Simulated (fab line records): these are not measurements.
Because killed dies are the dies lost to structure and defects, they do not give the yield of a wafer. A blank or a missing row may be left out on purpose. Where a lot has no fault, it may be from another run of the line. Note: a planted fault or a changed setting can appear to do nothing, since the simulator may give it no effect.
Chamber matching :: flow gf180mcu :: GF_V3_CMP_26 on cmp-02: 4 sister chambers
The step polishes, stops on SiO2, t overpolish 15 s, target thk 0 nm. 4 wafers are shown with their chamber, then 11 later ones without.

== EACH WAFER AND ITS CHAMBER ==
wafer: L086.5
chamber: 3
motor current A (A): 10.6

wafer: L088.1
chamber: 2
motor current A (A): 11.1

wafer: L088.5
chamber: 1
motor current A (A): 11.8

wafer: L090.1
chamber: 0
motor current A (A): 11.7

== WAFERS MISSING THEIR CHAMBER ==
wafer: L090.2
motor current A (A): 10.4

wafer: L090.6
motor current A (A): 10.5

wafer: L091.4
motor current A (A): 11.3

wafer: L091.5
motor current A (A): 11.0

wafer: L091.6
motor current A (A): 12.2

wafer: L093.3
motor current A (A): 12.7

wafer: L093.5
motor current A (A): 11.5

wafer: L093.6
motor current A (A): 12.6

wafer: L096.1
motor current A (A): 10.8

wafer: L096.2
motor current A (A): 11.9

wafer: L096.6
motor current A (A): 10.8

== WHICH CHAMBER EACH WENT THROUGH ==
wafer: L090.2
from the rows above: can't be placed: 3 or 2
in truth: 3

wafer: L090.6
from the rows above: can't be placed: 3 or 2
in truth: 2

wafer: L091.4
from the rows above: can't be placed: 2 or 0 or 1 or 3
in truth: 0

wafer: L091.5
from the rows above: can't be placed: 2 or 3 or 0 or 1
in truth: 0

wafer: L091.6
from the rows above: can't be placed: 1 or 0 or 2
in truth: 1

wafer: L093.3
from the rows above: can't be placed: 1 or 0 or 2
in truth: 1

wafer: L093.5
from the rows above: can't be placed: 0 or 1 or 2 or 3
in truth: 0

wafer: L093.6
from the rows above: can't be placed: 1 or 0 or 2
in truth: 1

wafer: L096.1
from the rows above: can't be placed: 3 or 2 or 0 or 1
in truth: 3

wafer: L096.2
from the rows above: can't be placed: 1 or 0 or 2
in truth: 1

wafer: L096.6
from the rows above: can't be placed: 3 or 2 or 0 or 1
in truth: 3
Correctly placed: 0 of 11. Not placeable from these rows: 11 (in 11, the candidates include the true chamber). Number placed wrongly: 0.
How it was worked out, from the rows above alone: a wafer's distance from a chamber is the root of the sum, over the readings, of the square of ((its reading less the chamber's mean) divided by the reading's scatter). If the next closest chamber is less than 2 further off than the closest, the wafer can't be placed; otherwise it belongs to the closest. A chamber's mean is the mean of its shown wafers. The scatter: root of mean squared gap, hidden wafer to nearest shown wafer, with one shown wafer a chamber.
